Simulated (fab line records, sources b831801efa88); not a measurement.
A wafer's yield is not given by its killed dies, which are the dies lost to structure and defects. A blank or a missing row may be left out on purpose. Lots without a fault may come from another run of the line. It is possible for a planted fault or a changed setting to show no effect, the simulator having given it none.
One fault seen from 2 desks	flow sky130	only its own numbers are on each desk; what lay behind them is given at the end

## METROLOGY DESK
What the gauges read for every lot (on any tool): the sampled wafers with a number, averaged. The brackets show how far a lot's mean lies from the usual mean; more than 4 standard deviations puts the lot out of limits, marked OUT.
Columns: A = VT_ADJUST_HVTP_TW at SKY_VT_ADJUST_HVTP_TW_MEAS_11, usual 1357; B = SPACER_CVD_00_THK at SKY_SPACER_THK_MEAS_01, usual 43.0 nm; C = SD_P_TW at SKY_SD_P_TW_MEAS_11, usual 2833
lot	first seen here	A	B	C
L876	day 6 08:00	1369	43.0	2864
L877	day 6 14:37	1371	43.6	2836
L880	day 7 05:32	1337	43.0	2844
L881	day 7 13:10	1342	42.5	2828
L882	day 7 16:37	1366	43.6	2813
L883	day 8 00:11	1364	43.0	2850
L884	day 8 04:31	1363	43.6	2806
L885	day 8 12:16	1346	43.2	2808
L886	day 8 20:05	1365	43.3	2823
L891	day 10 03:49	30 (-99 or more) OUT	43.0	2856
L897	day 11 15:58	1331	42.7	2847
L898	day 11 22:53	1369	42.3	2851
L899	day 12 06:04	1346	42.7	2814
This desk finds L891 out of limits, with the earliest case on L891 at day 10 03:49 (VT_ADJUST_HVTP_TW at SKY_VT_ADJUST_HVTP_TW_MEAS_11). Within limits: L876, L877, L880, L881, L882, L883, L884, L885, L886, L897, L898, L899.

## THE TOOL OWNER'S DESK: plasma asher-03
The tool's own readings at SKY_NWELL_STRIP_25 (strips in O2/N2): means of the sampled wafers that have a number, for each lot that ran on this tool. The brackets show how far a lot's mean lies from the usual mean; more than 4 standard deviations puts the lot out of limits, marked OUT.
Columns: A = drypump motor current A at SKY_NWELL_STRIP_25, usual 6.0 A; B = oes product au at SKY_NWELL_STRIP_25, usual 0.723 a.u.; C = strip time to endpoint s at SKY_NWELL_STRIP_25, usual 36.94 s
lot	first seen here	A	B	C
L876	day 5 12:35	5.8	0.722	36.96
L880	day 6 08:44	5.8	0.719	37.02
L891	day 9 04:08	5.8	0.959 (+57) OUT	-
This desk's finding: out of limits on L891; first on L891, day 9 04:08 (oes product au at SKY_NWELL_STRIP_25). Within limits: L876, L880.

## PUT TOGETHER
At day 9 04:08, on L891, the tool owner's desk was in a position to raise an alarm.
On L891, the metrology desk was in a position to raise an alarm at day 10 03:49.
On plasma asher-03, each named lot ran SKY_NWELL_STRIP_25.

## WHAT THE SIMULATOR HAD PUT IN
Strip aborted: plasma asher-03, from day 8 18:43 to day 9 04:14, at SKY_NWELL_STRIP_25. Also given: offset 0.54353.
Lots struck among those shown: L891.
Time in hours from fault onset to the first out-of-limits reading at each desk: tool owner's desk 9, metrology desk 33.
